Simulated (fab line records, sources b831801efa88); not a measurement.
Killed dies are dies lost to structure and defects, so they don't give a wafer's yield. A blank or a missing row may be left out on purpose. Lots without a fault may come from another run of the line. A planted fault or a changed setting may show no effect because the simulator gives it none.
Chamber matching | flow gf180mcu | GF_CONTACT_CMP_04 on cmp-01: 4 sister chambers
The step polishes SiO2. 14 wafers are shown with their chamber, then 7 later ones without.

WAFERS WITH THEIR CHAMBER
wafer  | chamber | motor_current_A (A) | edge_zone_pressure_frac | time_to_endpoint_s (s)
L468.1 | 3       | 10.1                | 1.000                   | 110
L468.3 | 1       | 12.1                | 0.997                   | 101
L468.6 | 1       | 12.4                | 0.998                   | 107
L469.3 | 0       | 11.5                | 0.996                   | 104
L469.4 | 2       | 11.2                | 0.994                   | 109
L469.6 | 1       | 12.9                | 1.006                   | 113
L472.1 | 3       | 10.0                | 1.006                   | 100
L472.2 | 1       | 12.9                | 0.998                   | 101
L472.4 | 2       | 11.5                | 1.011                   | 112
L479.2 | 0       | 11.6                | 0.997                   | 119
L479.4 | 2       | 11.7                | 0.998                   | 128
L479.5 | 1       | 12.0                | 1.005                   | 116
L488.2 | 1       | 12.1                | 1.002                   | 104
L488.4 | 2       | 11.2                | 0.998                   | 108

SIGNATURES (means of the wafers above)
reading                 | chamber 0 | chamber 1 | chamber 2 | chamber 3 | scatter within a chamber
motor_current_A         | 11.550    | 12.400    | 11.400    | 10.050    | 0.321
edge_zone_pressure_frac | 0.99650   | 1.00100   | 1.00025   | 1.00300   | 0.00509
time_to_endpoint_s      | 111.50    | 107.00    | 114.25    | 105.00    | 7.88
Rule: a wafer's distance from a chamber is the root of the sum, over the readings, of the square of ((its reading less the chamber's mean) divided by the reading's scatter). The wafer belongs to the nearest chamber; if the next one is less than 2 further off, it can't be placed. The scatter: the root of (the sum of the squares of (reading less its chamber's mean) over the shown wafers, divided by (wafers less chambers)).

WAFERS WITHOUT THEIR CHAMBER
wafer  | motor_current_A (A) | edge_zone_pressure_frac | time_to_endpoint_s (s)
L488.5 | 11.4                | 1.000                   | 112
L489.1 | 12.1                | 0.996                   | 110
L489.2 | 11.6                | 0.997                   | 106
L489.3 | 10.6                | 0.993                   | 102
L490.3 | 10.8                | 0.994                   | 104
L490.4 | 11.8                | 1.001                   | 113
L490.5 | 10.1                | 1.001                   | 102

WHICH CHAMBER EACH WENT THROUGH
wafer  | from the rows above          | in truth
L488.5 | can't be placed: 2 or 0      | 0
L489.1 | can't be placed: 1 or 0 or 2 | 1
L489.2 | can't be placed: 0 or 2 or 1 | 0
L489.3 | can't be placed: 3 or 2 or 0 | 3
L490.3 | can't be placed: 0 or 2 or 3 | 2
L490.4 | can't be placed: 0 or 2 or 1 | 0
L490.5 | 3                            | 3
Placed correctly: 1 of 7. Can't be placed from these rows: 6 (the true chamber is among the candidates in 6). Placed wrongly: 0.
